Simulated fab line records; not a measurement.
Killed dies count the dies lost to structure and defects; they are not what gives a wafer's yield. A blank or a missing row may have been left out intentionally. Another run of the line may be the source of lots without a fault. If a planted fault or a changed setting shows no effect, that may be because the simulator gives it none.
fab line records -- flow sfqLine
[record] lots = 6, wafers = 18, lastDay = 97
route steps=325 shown M6@251
lots that met no fault: from a run of the same line without faults
startH: start of the lot's first displayed wafer, in hours after the record's first day -- waitH: hours since the lot's step before -- " unchanged from the row above -- L1.1+2: a row that stands for several wafers -- - no value, or no start was given -- * or withheld: withheld -- < > ~ a bound
route shown NAME@n: names a module that has steps shown in the file, with the first one's number in the route -- usual: average and standard deviation across the fault-free wafers -- same: alike in all rows -- chamber/n: place in a boat -- sites: the reading at each site -- _std_site: how widely they spread, as a standard deviation -- _edge_site: mean of outer sites minus mean of inner sites -- radiusMm: how far each site lies from the wafer's centre -- mask NAME#n: copy n -- behind: tool/chamber where the wafer was last shaped -- hold: what put the lot on hold/how long, in hours/how the hold closed -- device: the n, p or np transistor that did not switch -- end of line: tests run on the same wafers once the route is complete -- a step given without rows: its recipe and nothing more -- killed: dies that structure and defects cost at the first sort, which is not the same as the wafer's yield -- map: per-die view of a wafer (x killed, . not killed, _ where there is no die)
set.NAME: setting as actually run; set.NAME@STEP: the setting as run at that earlier step -- model.NAME: the simulator's own value behind a step, which no gauge read
lots seen at some steps along the route; tables by step, rows by wafer
services: a tool's chamber out of use, with start hour (startH, from the record's first day; less than 0 if before it), hours out, and reason
[[steps]]
[step SFQ_TRILAYER_M6_DEP_PRE_CLEAN_158]
[recipe] gas = Ar, timeS = 22.5, biasV = 250
[step SFQ_TRILAYER_M6_DEP_SPUTTER_157]
[recipe] material = Nb, basePressurePa = 1.33e-06, chamberPressurePa = 0.1333, substrateTempC = 20, targetThkNm = 200, powerW = 2000, timeS = 133.3
[usual] throttleValvePct = 29.9/1.2
lot.wafer,tool,chamber,startH,waitH,throttleValvePct
L785.2,pvdSputter-03,-,1832.69,0.0,30.0
L785.3,pvdSputter-03,-,1832.69,0.0,31.2
L785.4,pvdSputter-03,-,1832.69,0.0,29.9
L792.4,pvdSputter-06,-,1874.46,0.0,28.6
L792.5,pvdSputter-06,-,1874.46,0.0,31.2
L792.6,pvdSputter-06,-,1874.46,0.0,28.3
L794.1,pvdSputter-06,-,1896.90,0.0,28.2
L794.2,pvdSputter-06,-,1896.90,0.0,28.9
L794.6,pvdSputter-06,-,1896.90,0.0,31.5
L795.3,pvdSputter-06,-,1899.32,0.0,27.9
L795.5,pvdSputter-06,-,1899.32,0.0,28.4
L795.6,pvdSputter-06,-,1899.32,0.0,31.2
L803.1,pvdSputter-03,-,2009.75,0.0,28.3
L803.2,pvdSputter-03,-,2009.75,0.0,31.0
L803.6,pvdSputter-03,-,2009.75,0.0,28.5
L804.1,pvdSputter-06,-,2042.12,0.0,28.7
L804.5,pvdSputter-06,-,2042.12,0.0,31.2
L804.6,pvdSputter-06,-,2042.12,0.0,28.6
[step SFQ_M6_RS_MEAS_938]
[recipe] thkMeasGauge = four-point-probe, reads = Nb_of_TRILAYER_M6_DEP_SPUTTER_157
[usual] M6_NB_RS = 0.887/0.0092
lot.wafer,tool,chamber,startH,waitH,M6_NB_RS[ohm/sq]
L785.2,filmMetro-03,-,1832.80,0.1,0.897
L785.3,filmMetro-03,-,1832.80,0.1,0.888
L785.4,filmMetro-03,-,1832.80,0.1,0.898
L792.4,filmMetro-02,-,1874.62,0.1,0.877
L792.5,filmMetro-02,-,1874.62,0.1,0.889
L792.6,filmMetro-02,-,1874.62,0.1,0.888
L794.1,filmMetro-04,-,1896.99,0.0,0.896
L794.2,filmMetro-04,-,1896.99,0.0,0.886
L794.6,filmMetro-04,-,1896.99,0.0,0.889
L795.3,filmMetro-02,-,1899.45,0.1,0.897
L795.5,filmMetro-02,-,1899.45,0.1,0.892
L795.6,filmMetro-02,-,1899.45,0.1,0.893
L803.1,filmMetro-04,-,2009.84,0.0,0.882
L803.2,filmMetro-04,-,2009.84,0.0,0.888
L803.6,filmMetro-04,-,2009.84,0.0,0.889
L804.1,filmMetro-03,-,2042.21,0.0,0.876
L804.5,filmMetro-03,-,2042.21,0.0,0.877
L804.6,filmMetro-03,-,2042.21,0.0,0.882
[step SFQ_TRILAYER_M6_LITHO_COAT_164]
[recipe] resist = BARC, spinRpm = 3000, resistThkNm = 60.96
[step SFQ_TRILAYER_M6_LITHO_COAT_159]
[recipe] resist = KrF, spinRpm = 3000, resistThkNm = 600
[step SFQ_TRILAYER_M6_LITHO_SOFTBAKE_163]
[recipe] tempC = withheld, timeS = withheld, resist = KrF
[step SFQ_TRILAYER_M6_LITHO_EXPOSE_160]
[recipe] maskId = M6, na = 0.6, sourceShape = conventional, sigmaOuter = 0.65, targetCdNm = 500, doseMj = 14.4
[step SFQ_TRILAYER_M6_LITHO_PEB_162]
[recipe] pebTempC = 115, pebTimeS = 60, resist = KrF
[step SFQ_TRILAYER_M6_LITHO_DEVELOP_161]
[recipe] timeS = 60, resist = KrF
[step SFQ_M6_OVL_MEAS_940]
[usual] M6_OVL = 2/5
lot.wafer,tool,chamber,startH,waitH,M6_OVL[nm]
L785.2,overlay-02,-,1842.36,0.1,1
L785.3,overlay-02,-,1842.36,0.1,-2
L785.4,overlay-02,-,1842.36,0.1,3
L792.4,overlay-01,-,1877.49,0.1,-7
L792.5,overlay-01,-,1877.49,0.1,0
L792.6,overlay-01,-,1877.49,0.1,-6
L794.1,overlay-02,-,1901.36,0.1,5
L794.2,overlay-02,-,1901.36,0.1,7
L794.6,overlay-02,-,1901.36,0.1,8
L795.3,overlay-02,-,1903.77,0.1,5
L795.5,overlay-02,-,1903.77,0.1,10
L795.6,overlay-02,-,1903.77,0.1,8
L803.1,overlay-01,-,2012.42,0.2,9
L803.2,overlay-01,-,2012.42,0.2,14
L803.6,overlay-01,-,2012.42,0.2,10
L804.1,overlay-02,-,2046.29,0.1,-8
L804.5,overlay-02,-,2046.29,0.1,-2
L804.6,overlay-02,-,2046.29,0.1,-4
[step SFQ_TRILAYER_M6_BARC_OPEN_METAL_ETCH_206]
[recipe] maskMaterial = PR, chemistry = O2, targetDepthNm = 125, target = BARC, icpW = 600, biasW = 80, pressureMtorr = 10, timeS = 41.7
[usual] chamberPressureMTorr = 9.999/0.0088, drypumpMotorCurrentA = 5.7/0.46, oesProductAu = 0.680/0.005
lot.wafer,tool,chamber,startH,waitH,chamberPressureMTorr,drypumpMotorCurrentA,oesProductAu,rfHoursCounterH
L785.2,rieMetal-03,1,1842.39,0.0,9.989,4.8,0.686,95
L785.3,rieMetal-03,1,1842.39,0.0,10.012,4.8,0.685,-
L785.4,rieMetal-03,0,1842.39,0.0,9.990,5.5,0.690,-
L792.4,rieMetal-01,0,1877.52,0.0,10.006,5.9,0.680,-
L792.5,rieMetal-01,1,1877.52,0.0,10.002,5.3,0.685,-
L792.6,rieMetal-01,0,1877.52,0.0,9.996,5.9,0.687,-
L794.1,rieMetal-01,1,1901.40,0.0,10.006,5.3,0.676,92
L794.2,rieMetal-01,0,1901.40,0.0,9.996,5.9,0.678,116
L794.6,rieMetal-01,1,1901.40,0.0,10.011,5.3,0.674,-
L795.3,rieMetal-02,1,1903.82,0.0,9.992,6.3,0.686,-
L795.5,rieMetal-02,1,1903.82,0.0,9.991,6.3,0.684,-
L795.6,rieMetal-02,0,1903.82,0.0,9.994,6.0,0.666,-
L803.1,rieMetal-01,0,2012.46,0.0,9.995,5.9,0.679,0
L803.2,rieMetal-01,1,2012.46,0.0,10.002,5.4,0.674,109
L803.6,rieMetal-01,0,2012.46,0.0,9.997,5.9,0.679,-
L804.1,rieMetal-01,0,2046.32,0.0,10.008,5.9,0.671,5
L804.5,rieMetal-01,0,2046.32,0.0,10.003,5.9,0.686,-
L804.6,rieMetal-01,1,2046.32,0.0,9.998,5.4,0.674,-
[step SFQ_TRILAYER_M6_ETCH_METAL_ETCH_162]
[recipe] target = Nb, stopOn = SiO2, maskMaterial = PR, chemistry = Cl2/Ar, targetDepthNm = 240, icpW = 600, biasW = 80, pressureMtorr = 10, timeS = 120
[usual] chamberPressureMTorr = 9.999/0.01, drypumpMotorCurrentA = 5.7/0.45, oesProductAu = 0.895/0.0065
lot.wafer,tool,chamber,startH,waitH,chamberPressureMTorr,drypumpMotorCurrentA,oesProductAu,rfHoursCounterH
L785.2,rieMetal-03,1,1842.45,0.0,9.999,4.8,0.885,95
L785.3,rieMetal-03,1,1842.45,0.0,9.989,4.9,0.902,-
L785.4,rieMetal-03,0,1842.45,0.0,10.003,5.5,0.884,-
L792.4,rieMetal-01,0,1877.60,0.1,7.997,5.9,0.911,-
L792.5,rieMetal-01,1,1877.60,0.1,9.993,5.4,0.892,-
L792.6,rieMetal-01,0,1877.60,0.1,8.002,5.8,0.891,-
L794.1,rieMetal-01,1,1901.46,0.0,10.009,5.4,0.891,92
L794.2,rieMetal-01,0,1901.46,0.0,8.000,5.9,0.892,117
L794.6,rieMetal-01,1,1901.46,0.0,9.987,5.4,0.893,-
L795.3,rieMetal-02,1,1903.90,0.1,10.000,6.3,0.896,-
L795.5,rieMetal-02,1,1903.90,0.1,9.999,6.3,0.896,-
L795.6,rieMetal-02,0,1903.90,0.1,10.002,6.0,0.890,-
L803.1,rieMetal-01,0,2012.52,0.0,9.997,5.9,0.896,0
L803.2,rieMetal-01,1,2012.52,0.0,10.011,5.4,0.892,109
L803.6,rieMetal-01,0,2012.52,0.0,10.020,5.9,0.894,-
L804.1,rieMetal-01,0,2046.40,0.1,9.986,5.9,0.910,5
L804.5,rieMetal-01,0,2046.40,0.1,10.000,5.9,0.900,-
L804.6,rieMetal-01,1,2046.40,0.1,10.010,5.3,0.898,-
[step SFQ_TRILAYER_M6_STRIP_STRIP_163]
[recipe] gas = O2, powerW = 200, platenTempC = 40, overashFraction = 0.65, chemistry = O2, pressureMtorr = 50
[usual] drypumpMotorCurrentA = 5.7/0.46, oesProductAu = 0.999/0.0076
lot.wafer,tool,chamber,startH,waitH,drypumpMotorCurrentA,oesProductAu,rfHoursCounterH
L785.2,rieMetal-03,1,1842.58,0.1,4.8,0.990,95
L785.3,rieMetal-03,1,1842.58,0.1,4.8,0.994,-
L785.4,rieMetal-03,0,1842.58,0.1,5.6,0.996,-
L792.4,rieMetal-01,0,1877.89,0.2,5.9,0.991,-
L792.5,rieMetal-01,1,1877.89,0.2,5.4,0.992,-
L792.6,rieMetal-01,0,1877.89,0.2,5.9,0.999,-
L794.1,rieMetal-01,1,1901.58,0.1,5.4,0.996,92
L794.2,rieMetal-01,0,1901.58,0.1,5.9,0.994,117
L794.6,rieMetal-01,1,1901.58,0.1,5.3,0.998,-
L795.3,rieMetal-02,1,1904.18,0.2,6.3,0.993,-
L795.5,rieMetal-02,1,1904.18,0.2,6.3,1.003,-
L795.6,rieMetal-02,0,1904.18,0.2,6.0,1.014,-
L803.1,rieMetal-01,0,2012.65,0.1,5.9,0.997,0
L803.2,rieMetal-01,1,2012.65,0.1,5.3,0.995,109
L803.6,rieMetal-01,0,2012.65,0.1,5.9,1.006,-
L804.1,rieMetal-01,0,2046.57,0.1,5.9,1.018,5
L804.5,rieMetal-01,0,2046.57,0.1,5.9,1.012,-
L804.6,rieMetal-01,1,2046.57,0.1,5.3,0.988,-
[[services]]
tool,chamber,startH,hours,kind
rieMetal-02,0,1852.21,7.7,repair
pvdSputter-06,-,1899.58,1.2,repair
rieMetal-03,-,1934.81,0.6,repair
rieMetal-02,-,1941.40,14.6,pm
rieMetal-02,0,1956.00,-,clean
rieMetal-02,0,1956.00,21.7,scheduledDown
rieMetal-02,0,1956.00,21.7,ventCycle
rieMetal-02,-,1956.69,0.2,repair
rieMetal-01,0,1992.82,-,clean
rieMetal-01,0,1992.82,18.3,scheduledDown
rieMetal-01,0,1992.82,18.3,ventCycle
pvdSputter-06,-,1996.42,7.7,repair
rieMetal-01,-,2006.24,2.8,pm
rieMetal-01,-,2032.17,2.1,repair
[[key]]
[firstSign] step = SFQ_TRILAYER_M6_ETCH_METAL_ETCH_162, reading = chamberPressureMTorr, direction = down, sigmas = 99+, usual = 9.999, struck = 7.999
effect none on later readings
metAt SFQ_TRILAYER_M6_ETCH_METAL_ETCH_162
struckWafers L792.4,L792.6,L794.2
[fault] kind = processParameterDrift, tool = rieMetal-01, chamber = 0, onsetH = 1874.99, steps = SFQ_TRILAYER_M6_ETCH_METAL_ETCH_162, channel = pressureMtorr, offset = -2, shape = step, endH = 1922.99, actsIn = theseRecipesOnly, stated = 10
